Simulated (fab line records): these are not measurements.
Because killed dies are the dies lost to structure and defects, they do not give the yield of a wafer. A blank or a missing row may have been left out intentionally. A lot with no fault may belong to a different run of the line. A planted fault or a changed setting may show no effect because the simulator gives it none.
fab line records	flow sky130
record: lots: 6	wafers: 18	lastDay: 50
route steps=708 shown CAP2M@614 METAL4@621 PAD_OPEN@708
lots untouched by any fault: they come from a run of this same line in which no faults occurred
startH: start of the lot's first displayed wafer, in hours after the record's first day	waitH: hours elapsed since this lot's preceding step	" as in the row above	L1.1+2: one row covering several wafers at once	- no value, or no start was given	* or withheld: withheld	< > ~ a bound
route shown NAME@n: NAME is a module with steps in the file, n the number in the route of the first one	usual: average and standard deviation across the fault-free wafers	same: alike in all rows	chamber/n: place in a boat	sites: readings site by site	_std_site: standard deviation across them	_edge_site: inner sites' mean taken away from outer sites' mean	radiusMm: for every site, how far away it sits from the centre of the wafer	mask NAME#n: copy n	behind: the most recent tool/chamber to have shaped the wafer	hold: reason for holding the lot/hours on hold/outcome of the hold	device: transistor that didn't switch, given as n, p or np	end of line: the same wafers' tests at the end of the route	a step without rows: its recipe alone	killed: at the first sort, the dies lost to defects and structure; wafer yield is something else	map: a wafer's dies, marking killed ones x, the rest . and places with no die _
set.NAME: setting as actually run; set.NAME@STEP: the setting as run at that earlier step	model.NAME: the simulator's own value behind a step, which no gauge read
a table for each step, a row for each wafer; lots at some steps of the route
services: the hour from which a tool's chamber was out of use, counted from the record's first day as startH (under 0 if before that day), plus the number of hours and why
== steps ==
step: SKY_CAP2M_DEVELOP_11
recipe: resist: NOVOLAK	developer: TMAH	developTimeS: 60	devTempC: 23
step: SKY_CAP2M_OVL_MEAS_12
usual: CAP2M_OVL: -0.9/1.3
lot.wafer	tool	chamber	startH	waitH	CAP2M_OVL[nm]
L723.1	overlay-01	-	992.20	0.1	-0.8
L723.3	"	-	"	"	-0.6
L723.5	"	-	"	"	-1.0
L724.1	overlay-01	-	996.90	0.1	0.3
L724.2	"	-	"	"	0.4
L724.3	"	-	"	"	0.8
L732.1	overlay-01	-	1051.62	0.1	-2.4
L732.2	"	-	"	"	-2.0
L732.3	"	-	"	"	-1.8
L733.1	overlay-02	-	1056.45	0.1	-4.2
L733.4	"	-	"	"	-2.9
L733.5	"	-	"	"	-3.1
L739.1	overlay-02	-	1093.17	0.1	-3.8
L739.4	"	-	"	"	-1.4
L739.6	"	-	"	"	-3.8
L740.1	overlay-01	-	1093.77	0.1	-0.8
L740.5	"	-	"	"	-0.4
L740.6	"	-	"	"	0.9
step: SKY_CAP2M_METAL_ETCH_13
recipe: targetDepthNm: 220	stopOn: SiO2	chemistry: Cl2/BCl3	target: TiN	pressureMtorr: 10	icpW: 900	biasW: 48.5	Cl2_flow_sccm: 60	bcl3FlowSccm: 30	timeS: 62.9
usual: chamberPressureMTorr: 10.001/0.0093	drypumpMotorCurrentA: 5.6/0.48	mfcCl2Sccm: 60.01/0.17	oesProductAu: 0.945/0.0076	rfFwdPowerW: 892.6/2.8	throttleValvePct: 21.900/0.01
lot.wafer	tool	chamber	startH	waitH	chamberPressureMTorr	drypumpMotorCurrentA	mfcCl2Sccm	oesProductAu	rfFwdPowerW	rfHoursCounterH	throttleValvePct
L723.1	rieMetal-02	0	992.23	0.0	9.999	5.8	59.75	0.947	892.8	20	21.902
L723.3	"	0	"	"	10.007	5.8	59.94	0.945	895.4	-	21.911
L723.5	"	0	"	"	10.004	5.8	59.84	0.947	897.6	-	21.886
L724.1	rieMetal-04	0	996.93	0.0	10.003	6.3	59.76	0.934	893.2	19	21.903
L724.2	"	1	"	"	9.993	5.5	60.11	0.945	892.1	6	21.888
L724.3	"	0	"	"	9.990	6.3	60.02	0.939	891.7	-	21.909
L732.1	rieMetal-03	1	1051.66	0.0	10.021	5.5	59.96	0.945	895.0	10	21.900
L732.2	"	0	"	"	10.003	4.9	59.89	0.950	890.7	21	21.908
L732.3	"	0	"	"	10.010	4.9	60.11	0.947	890.4	-	21.892
L733.1	rieMetal-03	0	1056.49	0.0	10.004	4.9	60.08	0.953	892.6	22	21.893
L733.4	"	1	"	"	10.000	5.5	59.90	0.948	888.6	-	21.899
L733.5	"	1	"	"	10.018	5.5	59.84	0.945	894.4	-	21.904
L739.1	rieMetal-03	0	1093.20	0.0	10.000	4.9	60.48	0.950	894.2	24	21.925
L739.4	"	0	"	"	9.994	4.9	60.30	0.951	891.7	-	21.888
L739.6	"	1	"	"	9.994	5.5	59.96	0.951	895.6	-	21.893
L740.1	rieMetal-04	0	1093.81	0.0	9.994	6.3	59.87	0.952	897.6	6	21.893
L740.5	"	0	"	"	9.990	6.3	59.68	0.951	890.8	-	21.881
L740.6	"	1	"	"	10.004	5.5	60.07	0.948	894.1	-	21.893
step: SKY_CAP2M_STRIP_14
recipe: chemistry: O2/N2	powerW: 1400	pressureMtorr: 1500	platenTempC: withheld	o2FlowSccm: 3000	n2FlowSccm: 300	overashFraction: 0.5
usual: chamberPressureMTorr: 1500.1/1.3	drypumpMotorCurrentA: 5.5/0.42	oesProductAu: 0.710/0.0049	stripTimeToEndpointS: 12.67/0.041
lot.wafer	tool	chamber	startH	waitH	chamberPressureMTorr	drypumpMotorCurrentA	oesProductAu	rfHoursCounterH	stripTimeToEndpointS
L723.1	plasmaAsher-04	1	992.31	0.1	1499.8	5.3	0.709	102	12.66
L723.3	"	0	"	"	1501.5	5.1	0.717	-	12.66
L723.5	"	1	"	"	1501.4	5.3	0.709	-	12.67
L724.1	plasmaAsher-04	1	997.01	0.1	1501.5	5.3	0.712	102	12.72
L724.2	"	0	"	"	1500.3	5.1	0.707	102	12.69
L724.3	"	1	"	"	1499.2	5.2	0.714	-	12.72
L732.1	plasmaAsher-03	0	1051.73	0.1	1504.2	6.0	0.720	33	12.65
L732.2	"	1	"	"	1501.5	5.9	0.713	33	12.64
L732.3	"	1	"	"	1502.2	5.9	0.710	-	12.59
L733.1	plasmaAsher-01	0	1056.56	0.1	1499.9	4.8	0.705	67	12.74
L733.4	"	1	"	"	1500.6	5.5	0.707	-	12.72
L733.5	"	1	"	"	1498.9	5.4	0.705	-	12.73
L739.1	plasmaAsher-03	0	1093.28	0.1	1498.7	6.0	0.710	37	12.65
L739.4	"	1	"	"	1501.8	5.9	0.707	-	12.65
L739.6	"	1	"	"	1497.2	5.9	0.717	-	12.67
L740.1	plasmaAsher-04	1	1093.89	0.1	1501.6	5.3	0.714	3	12.74
L740.5	"	0	"	"	1503.1	5.1	0.708	-	12.74
L740.6	"	1	"	"	1500.1	5.3	0.701	-	12.70
step: SKY_CAP2M_STRIP_15
recipe: chemistry: postEtchResidueRemover	timeS: 1200	tempC: 72.5
step: SKY_CAP2M_CLEAN_16
recipe: chemistry: IPA	timeS: 180	tempC: 25
step: SKY_CAP2M_CLEAN_17
recipe: chemistry: O3/DIW	dry: n2Spin
step: SKY_METAL4_DEHYDRATE_05
recipe: tempC: 200	timeS: 60
step: SKY_METAL4_HMDS_06
recipe: primeTimeS: 60	primeTempC: 120
step: SKY_METAL4_COAT_07
recipe: resist: BARC	tempC: withheld	timeS: withheld	spinRpm: 3000	resistThkNm: 60
step: SKY_METAL4_COAT_08
recipe: resist: KrF-thick	spinRpm: 3000	resistThkNm: 1140
step: SKY_METAL4_SOFTBAKE_09
recipe: tempC: 100	timeS: 90	resist: KrF-thick
step: SKY_METAL4_EXPOSE_10
recipe: maskId: MM4	na: 0.68	sourceShape: annular	sigmaInner: 0.4	sigmaOuter: 0.8	targetCdNm: 300	doseMj: 28
lot.wafer	tool	chamber	startH	waitH	mask
L723.1+3+5	krfScanner-02	0	1004.20	-	MM4#0
L724.1+2+3	krfScanner-02	0	1009.17	-	MM4#0
L732.1+2+3	krfScanner-02	0	1062.85	-	MM4#0
L733.1+4+5	krfScanner-02	0	1068.37	-	MM4#0
L739.1+4+6	krfScanner-01	0	1103.73	-	MM4#0
L740.1+5+6	krfScanner-01	0	1104.47	-	MM4#0
step: SKY_METAL4_PEB_11
recipe: pebTempC: withheld	pebTimeS: withheld	resist: KrF-thick
step: SKY_METAL4_DEVELOP_12
recipe: developTimeS: 60	resist: KrF-thick	devTempC: 21
step: SKY_METAL4_CD_MEAS_13
recipe: targetCdNm: 300
usual: cdNm: 299.9/1.2
lot.wafer	tool	chamber	startH	waitH	cdNm
L723.1	cdSem-02	-	1015.82	-	299.3
L723.3	"	-	"	"	300.2
L723.5	"	-	"	"	298.7
L724.1	cdSem-02	-	1020.57	-	299.8
L724.2	"	-	"	"	298.1
L724.3	"	-	"	"	300.1
L732.1	cdSem-02	-	1073.45	-	298.6
L732.2	"	-	"	"	284.1
L732.3	"	-	"	"	299.2
L733.1	cdSem-01	-	1078.52	-	300.2
L733.4	"	-	"	"	287.3
L733.5	"	-	"	"	301.0
L739.1	cdSem-02	-	1113.75	-	302.1
L739.4	"	-	"	"	301.0
L739.6	"	-	"	"	301.0
L740.1	cdSem-01	-	1114.32	-	299.8
L740.5	"	-	"	"	298.4
L740.6	"	-	"	"	298.5
step: SKY_METAL4_OVL_MEAS_14
usual: METAL4_OVL: -1/7.2
lot.wafer	tool	chamber	startH	waitH	METAL4_OVL[nm]
L723.1	overlay-02	-	1015.94	0.1	-2
L723.3	"	-	"	"	-4
L723.5	"	-	"	"	-5
L724.1	overlay-01	-	1020.69	0.1	8
L724.2	"	-	"	"	8
L724.3	"	-	"	"	7
L732.1	overlay-02	-	1073.57	0.1	-4
L732.2	"	-	"	"	-7
L732.3	"	-	"	"	-12
L733.1	overlay-02	-	1078.64	0.1	4
L733.4	"	-	"	"	-3
L733.5	"	-	"	"	3
L739.1	overlay-01	-	1113.87	0.1	-4
L739.4	"	-	"	"	-8
L739.6	"	-	"	"	-2
L740.1	overlay-01	-	1114.44	0.1	-11
L740.5	"	-	"	"	-3
L740.6	"	-	"	"	-5
step: SKY_METAL4_DESCUM_15
recipe: chemistry: O2	sourcePowerW: 150	biasPowerW: 0	pressureMtorr: 10	tempC: 40	timeS: 8
usual: chamberPressureMTorr: 10.001/0.0095	drypumpMotorCurrentA: 5.5/0.49	oesProductAu: 1.000/0.0067	rfFwdPowerW: 146.9/0.71
same: biasPowerW: 0
lot.wafer	tool	chamber	startH	waitH	chamberPressureMTorr	drypumpMotorCurrentA	oesProductAu	rfFwdPowerW	rfHoursCounterH	model.METAL4.cdNm
L723.1	rieMetal-03	0	1015.98	0.0	9.991	4.9	1.003	146.9	19	299.6
L723.3	"	0	"	"	10.016	4.9	1.010	146.2	-	300.3
L723.5	"	1	"	"	10.002	5.5	1.001	146.9	-	298.6
L724.1	rieMetal-03	0	1020.73	0.0	10.009	4.9	0.999	146.6	19	299.8
L724.2	"	1	"	"	10.022	5.5	0.988	146.8	7	298.1
L724.3	"	0	"	"	10.009	4.9	1.001	146.5	-	300.4
L732.1	rieMetal-03	1	1073.61	0.0	9.991	5.5	0.988	146.9	11	298.8
L732.2	"	0	"	"	10.008	4.9	1.002	147.1	23	284
L732.3	"	0	"	"	10.003	4.9	0.995	146.9	-	299.5
L733.1	rieMetal-02	0	1078.68	0.0	9.988	5.8	1.001	148.0	24	300.5
L733.4	"	0	"	"	10.002	5.7	0.997	147.6	-	287.3
L733.5	"	1	"	"	10.004	6.3	0.990	147.6	-	301
L739.1	rieMetal-03	1	1113.91	0.0	9.993	5.5	1.011	147.1	14	301.4
L739.4	"	1	"	"	10.020	5.5	1.006	146.8	-	300.7
L739.6	"	1	"	"	10.010	5.5	0.995	147.2	-	300.9
L740.1	rieMetal-03	1	1114.48	0.0	10.010	5.5	1.004	146.3	14	299.4
L740.5	"	1	"	"	10.010	5.5	1.007	147.3	-	298.3
L740.6	"	0	"	"	10.001	4.9	1.012	146.6	-	298.3
step: SKY_METAL4_ETCH_16
recipe: chemistry: N2/H2	target: BARC	ionEnergyEv: 200	biasW: 100	pressureMtorr: 30	n2FlowSccm: 100	h2FlowSccm: 200	icpW: 500	stopOn: SiO2	timeS: 88.2	targetDepthA: 600
usual: chamberPressureMTorr: 29.998/0.027	drypumpMotorCurrentA: 5.5/0.49	oesProductAu: 0.626/0.0046	rfFwdPowerW: 496.5/1.7	throttleValvePct: 13.205/0.0095
lot.wafer	tool	chamber	startH	waitH	chamberPressureMTorr	drypumpMotorCurrentA	oesProductAu	rfFwdPowerW	rfHoursCounterH	throttleValvePct
L723.1	rieMetal-03	0	1016.01	0.0	29.984	4.9	0.633	494.4	19	13.197
L723.3	"	0	"	"	29.991	4.9	0.626	496.7	-	13.202
L723.5	"	1	"	"	29.999	5.5	0.627	494.8	-	13.192
L724.1	rieMetal-03	0	1020.76	0.0	30.013	4.9	0.617	494.9	19	13.192
L724.2	"	1	"	"	29.941	5.5	0.628	496.8	7	13.195
L724.3	"	0	"	"	30.020	4.9	0.629	495.8	-	13.226
L732.1	rieMetal-03	1	1073.64	0.0	30.027	5.5	0.624	495.9	11	13.213
L732.2	"	0	"	"	29.994	4.9	0.624	496.5	23	13.209
L732.3	"	0	"	"	30.023	4.9	0.627	494.0	-	13.199
L733.1	rieMetal-02	0	1078.71	0.0	29.987	5.8	0.632	498.2	24	13.210
L733.4	"	0	"	"	29.987	5.8	0.629	498.1	-	13.213
L733.5	"	1	"	"	30.020	6.3	0.628	496.8	-	13.198
L739.1	rieMetal-03	1	1113.94	0.0	30.003	5.5	0.621	497.4	14	13.199
L739.4	"	1	"	"	30.001	5.5	0.625	496.3	-	13.200
L739.6	"	1	"	"	29.989	5.5	0.623	496.2	-	13.204
L740.1	rieMetal-03	1	1114.51	0.0	29.992	5.5	0.626	496.0	14	13.206
L740.5	"	1	"	"	29.994	5.5	0.624	495.6	-	13.211
L740.6	"	0	"	"	29.988	4.9	0.626	495.5	-	13.191
step: SKY_METAL4_ETCH_17
recipe: target: SiO2	stopOn: TiN	chemistry: C4F8/O2/Ar	sourceW: 1500	biasW: 1200	pressureMtorr: 40	c4f8FlowSccm: withheld	O2_flow_sccm: 6	Ar_flow_sccm: 300	timeS: 3.9	targetDepthA: 150
usual: chamberPressureMTorr: 40.00/0.038	oesProductAu: 0.756/0.0065	rfFwdPowerW: 1470/7
lot.wafer	tool	chamber	startH	waitH	chamberPressureMTorr	oesProductAu	rfFwdPowerW	rfHoursCounterH
L723.1	rieDiel-03	1	1016.11	0.1	39.97	0.745	1462	12
L723.3	"	2	"	"	40.00	0.764	1478	21
L723.5	"	1	"	"	40.04	0.761	1466	-
L724.1	rieDiel-01	0	1020.86	0.1	40.07	0.766	1476	21
L724.2	"	3	"	"	39.99	0.760	1470	3
L724.3	"	1	"	"	40.06	0.765	1473	20
L732.1	rieDiel-04	0	1073.74	0.1	40.00	0.753	1464	20
L732.2	"	2	"	"	39.97	0.748	1476	13
L732.3	"	3	"	"	40.04	0.760	1479	6
L733.1	rieDiel-01	2	1078.81	0.1	40.04	0.754	1467	12
L733.4	"	1	"	"	39.98	0.766	1469	22
L733.5	"	3	"	"	40.00	0.765	1479	-
L739.1	rieDiel-03	0	1114.04	0.1	39.93	0.748	1458	25
L739.4	"	1	"	"	40.01	0.746	1465	-
L739.6	"	3	"	"	40.00	0.747	1463	-
L740.1	rieDiel-01	0	1114.61	0.1	39.96	0.747	1470	24
L740.5	"	1	"	"	39.97	0.754	1465	-
L740.6	"	0	"	"	40.01	0.767	1475	-
step: SKY_METAL4_METAL_ETCH_18
recipe: targetDepthA: 8450	stopOn: SiO2	overEtchFrac: 0.3	timeS: 183.1	chemistry: Cl2/BCl3	resistSidewallDeg: 88	pressureMtorr: 10	icpW: 900	biasW: 48.5	Cl2_flow_sccm: 60	bcl3FlowSccm: 30
usual: chamberPressureMTorr: 10.000/0.011	drypumpMotorCurrentA: 5.7/0.51	mfcCl2Sccm: 59.99/0.19	oesProductAu: 0.866/0.0054	rfFwdPowerW: 897.3/2.9	throttleValvePct: 22.263/0.0088
lot.wafer	tool	chamber	startH	waitH	chamberPressureMTorr	drypumpMotorCurrentA	mfcCl2Sccm	oesProductAu	rfFwdPowerW	rfHoursCounterH	throttleValvePct	model.METAL4.cdNm
L723.1	rieMetal-01	1	1016.13	0.0	10.012	5.1	59.96	0.865	899.4	15	22.272	301.2
L723.3	"	0	"	"	9.982	6.2	60.14	0.868	898.0	-	22.264	302.4
L723.5	"	0	"	"	9.942	6.2	60.36	0.857	897.6	-	22.273	301.2
L724.1	rieMetal-01	0	1020.88	0.0	10.016	6.2	60.00	0.867	897.3	0	22.277	302.8
L724.2	"	1	"	"	9.999	5.1	60.15	0.874	893.0	16	22.256	300.2
L724.3	"	1	"	"	10.003	5.1	60.00	0.857	893.3	-	22.269	305.7
L732.1	rieMetal-01	0	1073.75	0.0	9.994	6.2	59.92	0.864	894.4	4	22.256	293.4
L732.2	"	1	"	"	10.008	5.1	59.60	0.865	895.1	19	22.253	276.4
L732.3	"	0	"	"	10.009	6.2	59.95	0.857	894.7	-	22.265	296.8
L733.1	rieMetal-01	0	1078.83	0.0	10.007	6.2	60.41	0.862	897.8	4	22.247	298.2
L733.4	"	0	"	"	10.021	6.2	60.01	0.859	896.8	-	22.243	285.4
L733.5	"	0	"	"	10.013	6.2	60.32	0.861	896.8	-	22.279	300
L739.1	rieMetal-02	1	1114.06	0.0	10.003	6.3	60.05	0.868	898.5	23	22.262	301.7
L739.4	"	1	"	"	9.988	6.3	60.16	0.864	895.3	-	22.257	301.7
L739.6	"	1	"	"	9.986	6.3	59.98	0.874	897.8	-	22.269	300.9
L740.1	rieMetal-02	1	1114.63	0.0	9.987	6.3	59.74	0.869	898.8	23	22.275	298.8
L740.5	"	1	"	"	10.008	6.3	59.77	0.872	896.6	-	22.262	295.6
L740.6	"	1	"	"	10.016	6.3	59.99	0.881	897.6	-	22.260	297
step: SKY_METAL4_STRIP_19
recipe: chemistry: O2/N2	powerW: 1400	pressureMtorr: 1500	platenTempC: withheld	o2FlowSccm: 3000	n2FlowSccm: 300	overashFraction: 0.5
usual: chamberPressureMTorr: 1500.1/1.3	drypumpMotorCurrentA: 5.4/0.31	oesProductAu: 0.503/0.0054	stripTimeToEndpointS: 6.53/0.063
lot.wafer	tool	chamber	startH	waitH	chamberPressureMTorr	drypumpMotorCurrentA	oesProductAu	rfHoursCounterH	stripTimeToEndpointS
L723.1	plasmaAsher-04	1	1016.30	0.1	1501.2	5.2	0.499	104	6.53
L723.3	"	0	"	"	1499.7	5.1	0.510	-	6.49
L723.5	"	0	"	"	1501.1	5.1	0.495	-	6.44
L724.1	plasmaAsher-01	1	1021.05	0.1	1499.9	5.4	0.500	64	6.51
L724.2	"	0	"	"	1501.2	4.8	0.514	64	6.60
L724.3	"	1	"	"	1501.7	5.4	0.518	-	6.60
L732.1	plasmaAsher-01	1	1073.93	0.1	1497.7	5.5	0.499	69	6.43
L732.2	"	0	"	"	1499.6	4.8	0.499	69	6.44
L732.3	"	0	"	"	1501.8	4.8	0.488	-	6.35
L733.1	plasmaAsher-01	1	1079.00	0.1	1500.5	5.4	0.504	69	6.54
L733.4	"	1	"	"	1500.0	5.4	0.502	-	6.54
L733.5	"	0	"	"	1499.5	4.8	0.504	-	6.57
L739.1	plasmaAsher-04	1	1114.41	0.3	1499.8	5.2	0.511	5	6.66
L739.4	"	1	"	"	1499.8	5.2	0.503	-	6.57
L739.6	"	1	"	"	1496.1	5.2	0.501	-	6.57
L740.1	plasmaAsher-02	1	1114.98	0.3	1500.2	5.7	0.501	99	6.51
L740.5	"	0	"	"	1502.2	5.6	0.507	-	6.53
L740.6	"	1	"	"	1499.3	5.8	0.512	-	6.60
step: SKY_PAD_OPEN_PROBE_99
usual: defectLimitedYield: 82.4/2	killed_at_M0_to_M3: 44/6.8	killed_at_M4_up: 3.4/2	killedAtContacts: 24/5.2	killedAtFrontEnd: 15/5.2	killedAtOther: 0.2/0.46	killedDies: 87/9.8	killedOpen: 47/7.5	killedShort: 39/6.8	sort_bin_3_pad_short: 0.8/0.37	sort_bin_5_function: 10.5/1.5	sort_bin_6_memory: 6.3/1.2	sortNPass: 405/9.8	sortYieldPct: 82.4/2
same: grossDies: 492	killedAtBackSide: 0	sort_bin_4_leakage[%]: 0	sort_bin_8_speed[%]: 0
lot.wafer	tool	chamber	startH	waitH	defectLimitedYield[%]	killed_at_M0_to_M3	killed_at_M4_up	killedAtContacts	killedAtFrontEnd	killedAtOther	killedDies	killedOpen	killedShort	sort_bin_3_pad_short[%]	sort_bin_5_function[%]	sort_bin_6_memory[%]	sortNPass	sortYieldPct[%]	model.etest.met4.widthNm	model.etest.met4.lineOhmUm
L723.1	prober-01	-	1107.22	0.1	82.3	49	4	17	17	0	87	47	40	1.4	8.5	7.7	405	82.3	298.5	0.1431
L723.3	prober-01	-	1107.32	0.2	81.1	37	5	32	19	0	93	59	34	0	10.2	8.7	399	81.1	303.8	0.1423
L723.5	prober-01	-	1107.42	0.2	82.3	47	4	19	17	0	87	42	45	0.6	11.2	5.9	405	82.3	299.9	0.1444
L724.1	prober-02	-	1113.34	0.1	84.1	40	4	22	12	0	78	48	30	0.8	9.8	5.3	414	84.1	303.1	0.1419
L724.2	prober-02	-	1113.39	0.1	86.2	31	8	22	7	0	68	32	36	0.8	8.3	4.7	424	86.2	300.5	0.1437
L724.3	prober-02	-	1113.44	0.2	83.3	42	5	21	14	0	82	40	42	0.8	10.2	5.7	410	83.3	304.3	0.142
L732.1	prober-02	-	1158.10	0.1	82.9	53	3	18	10	0	84	50	34	0.4	10.6	6.1	408	82.9	296.8	0.1454
L732.2	prober-02	-	1158.15	0.1	80.5	49	2	22	23	0	96	47	49	0.6	12.0	6.9	396	80.5	275.6	0.1531
L732.3	prober-02	-	1158.20	0.2	77.6	56	1	24	29	0	110	58	52	1.0	14.6	6.7	382	77.6	294.3	0.1434
L733.1	prober-01	-	1162.79	0.1	83.1	38	2	30	13	0	83	34	49	1.4	9.3	6.1	409	83.1	299.4	0.1439
L733.4	prober-01	-	1162.94	0.2	86.6	27	2	28	9	0	66	39	27	0.8	8.1	4.5	426	86.6	286.8	0.1524
L733.5	prober-01	-	1162.99	0.2	82.5	39	4	29	14	0	86	47	39	0.4	10.4	6.7	406	82.5	301	0.1432
L739.1	prober-01	-	1191.23	0.1	82.3	50	2	18	17	0	87	36	51	0.6	12.4	4.7	405	82.3	307.3	0.1397
L739.4	prober-01	-	1191.38	0.2	84.3	39	7	21	10	0	77	38	39	0	10.0	5.7	415	84.3	302.4	0.1383
L739.6	prober-01	-	1191.48	0.2	82.9	38	3	29	14	0	84	50	34	0.4	11.2	5.5	408	82.9	298.8	0.1407
L740.1	prober-02	-	1192.20	0.1	82.9	45	2	18	19	0	84	56	28	1.0	10.4	5.7	408	82.9	298.3	0.1406
L740.5	prober-02	-	1192.40	0.2	82.5	55	4	21	6	0	86	47	39	1.2	9.6	6.7	406	82.5	294.6	0.1404
L740.6	prober-02	-	1192.45	0.2	83.1	41	4	21	16	1	83	49	34	0.8	10.2	5.9	409	83.1	301.3	0.1394
killed by level:class
L723.1 VIA3:geometricParticle:open=9 CONTACT:geometricParticle:open=8 VIA1:geometricParticle:open=7 FIELD_ISO:geometricParticle:open=6 VIA3:geometricParticle:short=6 POLY_GATE:geometricParticle:open=5 VIA1:geometricParticle:short=5 METAL3:geometricParticle:short=5
L723.3 CONTACT:geometricParticle:open=17 VIA1:geometricParticle:open=12 FIELD_ISO:geometricParticle:open=7 METAL1:geometricParticle:short=6 VIA1:geometricParticle:short=6 LI_CONTACT:geometricParticle:open=5 METAL2:geometricParticle:open=4 FIELD_ISO:geometricParticle:short=3
L723.5 VIA1:geometricParticle:open=10 VIA2:geometricParticle:open=8 VIA1:geometricParticle:short=7 METAL1:geometricParticle:short=6 CONTACT:geometricParticle:open=5 POLY_GATE:geometricParticle:short=5 LI_CONTACT:geometricParticle:open=4 LI_CONTACT:geometricParticle:short=4
L724.1 VIA3:geometricParticle:open=11 CONTACT:geometricParticle:open=10 FIELD_ISO:geometricParticle:open=6 VIA2:geometricParticle:open=6 LI_CONTACT:geometricParticle:open=5 CONTACT:geometricParticle:short=5 VIA1:geometricParticle:open=5 VIA3:geometricParticle:short=4
L724.2 VIA2:geometricParticle:open=9 CONTACT:geometricParticle:open=8 LI_CONTACT:geometricParticle:open=6 VIA1:geometricParticle:short=6 METAL2:geometricParticle:short=5 METAL1:geometricParticle:short=4 METAL4:geometricParticle:short=4 METAL4:geometricParticle:open=4
L724.3 METAL2:geometricParticle:short=11 CONTACT:geometricParticle:open=9 VIA1:geometricParticle:open=8 FIELD_ISO:geometricParticle:short=5 VIA3:geometricParticle:open=5 FIELD_ISO:geometricParticle:open=4 LI_CONTACT:geometricParticle:open=4 LOCAL_INTERCONNECT:geometricParticle:short=4
L732.1 VIA2:geometricParticle:open=12 VIA1:geometricParticle:open=10 CONTACT:geometricParticle:open=8 METAL1:geometricParticle:short=7 VIA1:geometricParticle:short=5 VIA3:geometricParticle:open=5 LI_CONTACT:geometricParticle:open=3 METAL2:geometricParticle:short=3
L732.2 VIA2:geometricParticle:open=9 CONTACT:geometricParticle:open=8 CONTACT:geometricParticle:short=8 VIA1:geometricParticle:open=8 POLY_GATE:geometricParticle:open=7 METAL1:geometricParticle:short=7 FIELD_ISO:geometricParticle:short=6 VIA3:geometricParticle:open=6
L732.3 VIA1:geometricParticle:open=13 METAL1:geometricParticle:short=10 METAL2:geometricParticle:short=9 FIELD_ISO:geometricParticle:short=8 POLY_GATE:geometricParticle:short=8 CONTACT:geometricParticle:open=8 VIA2:geometricParticle:open=8 FIELD_ISO:geometricParticle:open=6
L733.1 LI_CONTACT:geometricParticle:short=8 LOCAL_INTERCONNECT:geometricParticle:short=8 VIA1:geometricParticle:open=8 VIA1:geometricParticle:short=6 METAL2:geometricParticle:short=6 FIELD_ISO:geometricParticle:open=5 LI_CONTACT:geometricParticle:open=5 CONTACT:geometricParticle:open=5
L733.4 LI_CONTACT:geometricParticle:open=9 CONTACT:geometricParticle:open=8 VIA1:geometricParticle:open=8 CONTACT:geometricParticle:short=7 METAL1:geometricParticle:short=5 POLY_GATE:geometricParticle:open=4 VIA2:geometricParticle:open=4 METAL2:geometricParticle:short=3
L733.5 CONTACT:geometricParticle:open=14 VIA1:geometricParticle:open=11 VIA1:geometricParticle:short=7 LI_CONTACT:geometricParticle:open=6 VIA3:geometricParticle:open=5 CONTACT:geometricParticle:short=5 METAL3:geometricParticle:short=5 POLY_GATE:geometricParticle:short=3
L739.1 VIA1:geometricParticle:open=12 METAL2:geometricParticle:short=9 LOCAL_INTERCONNECT:geometricParticle:short=6 CONTACT:geometricParticle:short=6 METAL1:geometricParticle:short=6 POLY_GATE:geometricParticle:short=5 VIA1:geometricParticle:short=5 FIELD_ISO:geometricParticle:open=4
L739.4 VIA1:geometricParticle:open=11 VIA3:geometricParticle:open=7 CONTACT:geometricParticle:short=5 CONTACT:geometricParticle:open=5 VIA1:geometricParticle:short=5 METAL2:geometricParticle:short=5 METAL4:geometricParticle:short=4 POLY_GATE:geometricParticle:short=3
L739.6 VIA1:geometricParticle:open=11 VIA2:geometricParticle:open=8 VIA1:geometricParticle:short=6 LI_CONTACT:geometricParticle:open=6 CONTACT:geometricParticle:short=6 CONTACT:geometricParticle:open=6 VIA3:geometricParticle:open=6 LI_CONTACT:geometricParticle:short=5
L740.1 VIA1:geometricParticle:open=16 VIA2:geometricParticle:open=10 CONTACT:geometricParticle:open=6 LI_CONTACT:geometricParticle:open=5 FIELD_ISO:geometricParticle:short=4 FIELD_ISO:geometricParticle:open=4 CONTACT:geometricParticle:short=4 VIA3:geometricParticle:open=4
L740.5 VIA1:geometricParticle:open=16 VIA1:geometricParticle:short=8 LI_CONTACT:geometricParticle:open=7 VIA2:geometricParticle:open=6 CONTACT:geometricParticle:short=5 METAL2:geometricParticle:short=5 VIA3:geometricParticle:open=5 VIA3:geometricParticle:short=4
L740.6 VIA1:geometricParticle:open=17 CONTACT:geometricParticle:open=8 FIELD_ISO:geometricParticle:open=6 VIA2:geometricParticle:open=6 LI_CONTACT:geometricParticle:open=5 METAL1:geometricParticle:short=5 FIELD_ISO:geometricParticle:short=4 VIA3:geometricParticle:open=4
== services ==
tool	chamber	startH	hours	kind
rieMetal-01	-	970.23	0.5	repair
rieDiel-04	1	971.05	7.3	repair
rieDiel-04	-	971.57	0.5	repair
rieDiel-04	0	982.91	3.1	repair
krfScanner-02	-	991.35	0.5	repair
krfScanner-02	-	996.64	1.5	repair
rieMetal-02	-	1010.25	14.6	pm
krfScanner-01	-	1013.40	1.3	pm
rieMetal-04	-	1013.40	0.1	repair
rieDiel-04	1	1016.73	2.1	repair
rieMetal-04	1	1019.89	15.9	repair
krfScanner-02	-	1020.15	1.0	pm
krfScanner-01	-	1029.92	0.8	pm
krfScanner-01	-	1033.94	1.0	pm
rieDiel-01	1	1039.92	1.5	repair
krfScanner-01	-	1047.19	0.9	repair
plasmaAsher-01	-	1048.08	2.8	pm
plasmaAsher-04	-	1055.25	9.0	pm
krfScanner-02	-	1071.72	1.3	pm
krfScanner-02	-	1093.25	0.5	repair
rieMetal-03	-	1096.68	0.3	repair
rieDiel-01	-	1097.53	0.6	repair
krfScanner-02	-	1104.16	0.8	pm
rieDiel-03	2	1106.12	21.3	repair
== key ==
firstSign: step: SKY_METAL4_CD_MEAS_13	reading: cdNm	direction: down	sigmas: 12	usual: 299.9	struck: 285.7
effect none on later readings
modelEffect: step: SKY_METAL4_DESCUM_15	value: METAL4.cdNm	without: 299.6	struck: 285.6
modelEffect: step: SKY_METAL4_METAL_ETCH_18	value: METAL4.cdNm	without: 294.8	struck: 280.9
modelEffect: step: SKY_PAD_OPEN_PROBE_99	value: etest.met4.widthNm	without: 295.1	struck: 281.2
metAt SKY_METAL4_EXPOSE_10
struckWafers L732.2,L733.4
onsetBetween 1009.17 1062.85
fault: kind: processParameterDrift	tool: krfScanner-02	chamber: -	onsetH: 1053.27	steps: SKY_METAL4_EXPOSE_10	channel: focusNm	offset: 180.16	shape: step	endH: 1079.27	scope: struckWafersOnly
